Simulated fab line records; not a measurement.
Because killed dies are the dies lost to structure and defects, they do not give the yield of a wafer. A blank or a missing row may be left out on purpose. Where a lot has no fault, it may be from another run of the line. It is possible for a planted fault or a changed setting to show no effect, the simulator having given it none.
Struck lot and sound lot, side by side ; flow sky130 ; 26 steps out of a route of 708
Sound: the wafers L623.1, L623.3, L623.4. Wafers L632.3, L632.4, L632.5 were the ones struck. At the end, the cause is stated.
For every step that has rows: the tool of each side, followed by ch and its chambers, followed by its first start. Under that, the readings that differ: sound wafers ; struck wafers ; difference of the means ; sigmas: that difference in standard deviations of wafers without a fault.
alike: words and numbers the same on both sides, and readings whose means are apart by under 2 such deviations; not compared: readings that were withheld, readings missing a value for some wafer, numbers with overlapping values and no deviation given by the record, and bounds like >300 which may hide the same value.
Wherever a step has rows on one side only, a row that says differs or no value, or a row with sigmas, the two part there. Numbers that have no deviation but don't overlap get no sigmas and don't part them. Lack of a reading on every wafer of one side parts them only where that side has two or more wafers.

first, 6 steps without rows for these wafers: SKY_SD_N_IMPLANT_10; SKY_SD_N_STRIP_11 (strips in O2/N2); SKY_SD_N_CLEAN_13 (cleans in SC1/SC2, time 150 s); SKY_SD_N_RTA_14 (time 2 s); SKY_SALICIDE_CLEAN_00 (cleans in HF-last, time 30 s); SKY_LI_CONTACT_HDPCVD_00 (deposits PSG, target thk 930 nm, time 155 s).
SKY_LI_CONTACT_CMP_02: polishes PSG.
  sound on cmp-01 ch 0,2,3, day 29 08:23; struck on cmp-02 ch 1,2, day 32 13:57
  no value came back on the struck wafers for any of 5 readings (edgeZonePressureFrac, headPressurePsi (psi) and others); on the sound wafers edgeZonePressureFrac reads 0.995 0.997 1.011
reading;sound;struck;difference;sigmas
model.PSG_of_LI_CONTACT_HDPCVD_00.thkNm (nm);597.1 597.7 599.2;920.4 917.8 936.7;+327.0;
SKY_LI_CONTACT_BOW_MEAS_03:
  struck on filmMetro-02, day 32 14:17; sound on filmMetro-02, day 29 08:41
  alike: LI_CONTACT_BOW
then, 9 steps without rows for these wafers: SKY_LI_CONTACT_DEHYDRATE_04 (time 60 s); SKY_LI_CONTACT_HMDS_05 (prime time 60 s); SKY_LI_CONTACT_COAT_06 (resist thk 60 nm); SKY_LI_CONTACT_COAT_07 (resist thk 450 nm); SKY_LI_CONTACT_SOFTBAKE_08 (time 90 s); SKY_LI_CONTACT_EXPOSE_09 (exposes mask LICM1, target cd 170 nm); SKY_LI_CONTACT_PEB_10; SKY_LI_CONTACT_DEVELOP_11 (develop time 60 s); SKY_LI_CONTACT_ETCH_14 (etches BARC in N2/H2, stops on SiO2, time 45.9 s, target depth 60 nm).
SKY_LI_CONTACT_ETCH_15: etches PSG in C4F8/O2/Ar, stops on Si, target depth 600 nm.
  sound on rieDiel-01 ch 0,1,2, day 30 13:10; struck on rieDiel-03 ch 0,2,3, day 33 17:58
reading;sound;struck;difference;sigmas
oesProductAu (a.u.);0.838 0.840 0.840;1.682 1.649 1.658;+0.824;+99 or more
model.etch.depthNm (nm);597.1 597.7 599.2;837.9 825.2 829.2;+232.8;
model.LI_CONTACT.featureDepthNm (nm);597.1 597.7 599.2;837.9 825.2 829.2;+232.8;
  alike: rfFwdPowerW
then, 6 steps without rows for these wafers: SKY_LI_CONTACT_STRIP_16 (strips in O2/N2); SKY_LI_CONTACT_CLEAN_17 (cleans in NMP, time 600 s); SKY_LI_CONTACT_PRE_CLEAN_18 (time 5.6 s); SKY_LI_CONTACT_SPUTTER_19 (material Ti, target thk 20 nm, time 106.37 s); SKY_LI_CONTACT_SPUTTER_20 (material TiN, target thk 20 nm, time 80 s); SKY_LI_CONTACT_CVD_21 (deposits W, target thk 400 nm, time 120.56 s).
SKY_LI_CONTACT_CMP_24: polishes, stops on PSG, t overpolish 20 s, target thk 0 nm.
  sound on cmp-02 ch 1,2,3, day 30 13:59; struck on cmp-01 ch 2,3, day 33 18:49
reading;sound;struck;difference;sigmas
motorCurrentA (A);9.4 8.8 10.1;10.3 14.7 13.6;+3.4;+2
model.PSG_of_LI_CONTACT_HDPCVD_00.thkNm (nm);587.6 588.2 589.8;910.9 908.4 927.2;+327.0;
  alike: edgeZonePressureFrac, headPressurePsi, platenRpm
-- a jump in the record: the struck wafers' starts before and after are 16 days apart (it breaks off in module LI_CONTACT and resumes in module PAD_OPEN, where the first step shown is number 708 of the route) --
SKY_PAD_OPEN_PROBE_99:
  struck on prober-02, day 49 09:35; sound on prober-01, day 47 02:16
reading;sound;struck;difference;sigmas
killedAtContacts;19 35 22;424 424 431;+401;+74
killedDies;84 102 91;492 492 492;+400;+46
killedOnRim;15 21 17;96 96 96;+78;+22
  alike: killed_at_M0_to_M3, killed_at_M4_up, killedAtFrontEnd, killedAtOther, killedOpen, killedShort

## WHERE THEY PART
Last at SKY_PAD_OPEN_PROBE_99 as far as this record goes, first at SKY_LI_CONTACT_CMP_02.

WHY: what the simulator had put in
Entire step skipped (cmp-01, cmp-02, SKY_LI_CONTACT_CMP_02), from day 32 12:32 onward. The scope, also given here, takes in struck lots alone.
